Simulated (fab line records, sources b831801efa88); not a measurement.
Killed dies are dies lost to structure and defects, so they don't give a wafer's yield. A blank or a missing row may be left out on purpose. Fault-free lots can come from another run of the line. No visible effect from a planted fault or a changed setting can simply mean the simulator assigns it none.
Which tool is to blame? + flow gf180mcu + 7 lots, 21 wafers sampled, at 3 steps of a route of 602

== WHAT THE GAUGES SHOWED, per wafer ==
GF_HV_LDD_TW_MEAS_38.
| lot  | measured     | on            | HV_LDD_3_TW    |
|------|--------------|---------------|----------------|
| L220 | day 12 06:37 | film_metro-02 | 1430 1426 1427 |
| L222 | day 12 21:37 | film_metro-01 | 1462 1458 1458 |
| L224 | day 13 09:29 | film_metro-01 | 1454 1457 1454 |
| L226 | day 14 07:13 | film_metro-01 | 1450 1448 1445 |
| L234 | day 16 17:14 | film_metro-03 | 1347 1334 1339 |
| L238 | day 18 03:09 | film_metro-03 | 1474 1474 1470 |
| L241 | day 18 22:29 | film_metro-03 | 1459 1473 1471 |

== TOOL THAT RAN EACH LOT (tool first, then ch and the chambers of the sampled wafers, then the start) ==
| lot  | GF_NWELL_STRIP_10                   | GF_HV_LDD_IMPLANT_33            |
|------|-------------------------------------|---------------------------------|
| L220 | plasma_asher-02 ch 0,1, day 3 20:00 | implanter-02 ch 0, day 12 05:56 |
| L222 | plasma_asher-04 ch 0,1, day 4 07:28 | implanter-03 ch 0, day 12 20:56 |
| L224 | plasma_asher-03 ch 0,1, day 4 16:31 | implanter-03 ch 0, day 13 08:48 |
| L226 | plasma_asher-03 ch 0,1, day 5 06:49 | implanter-01 ch 0, day 14 06:32 |
| L234 | plasma_asher-04 ch 0,1, day 6 23:43 | implanter-01, day 16 16:32      |
| L238 | plasma_asher-02 ch 0,1, day 7 21:40 | implanter-03 ch 0, day 18 02:28 |
| L241 | plasma_asher-02 ch 0,1, day 8 12:46 | implanter-02 ch 0, day 18 21:47 |
- GF_NWELL_STRIP_10: strips in O2/N2.
- GF_HV_LDD_IMPLANT_33

== THE ANSWER, worked out from the rows above alone ==
Rule: what is usual is taken from the lots themselves. Put in order of their means at a reading, lots are off if they are a third of the lots or fewer, leave a main group of 4 or more, and stand apart from it by a gap of 3 or more times the standard deviation of the main group's means; of several such gaps the widest counts. A main group whose means are all the same, to the digits that the tables above print for the reading, isn't used. A lot without any number at a reading at which 4 lots or more have one is off too. Any other lot the step has rows for is counted as sound.
Off: at GF_HV_LDD_TW_MEAS_38 (HV_LDD_3_TW), L234. Main group: mean 1455, sd 15.
If a tool, at a process step before that reading, ran all the lots that are off and no sound lot after the first of them, it fits. The gauges at GF_HV_LDD_TW_MEAS_38 are tried like those tools. 2 tools fit, plasma_asher-04 at GF_NWELL_STRIP_10 and implanter-01 at GF_HV_LDD_IMPLANT_33, so this cannot tell which one it is.

== WHAT THE SIMULATOR PUT IN ==
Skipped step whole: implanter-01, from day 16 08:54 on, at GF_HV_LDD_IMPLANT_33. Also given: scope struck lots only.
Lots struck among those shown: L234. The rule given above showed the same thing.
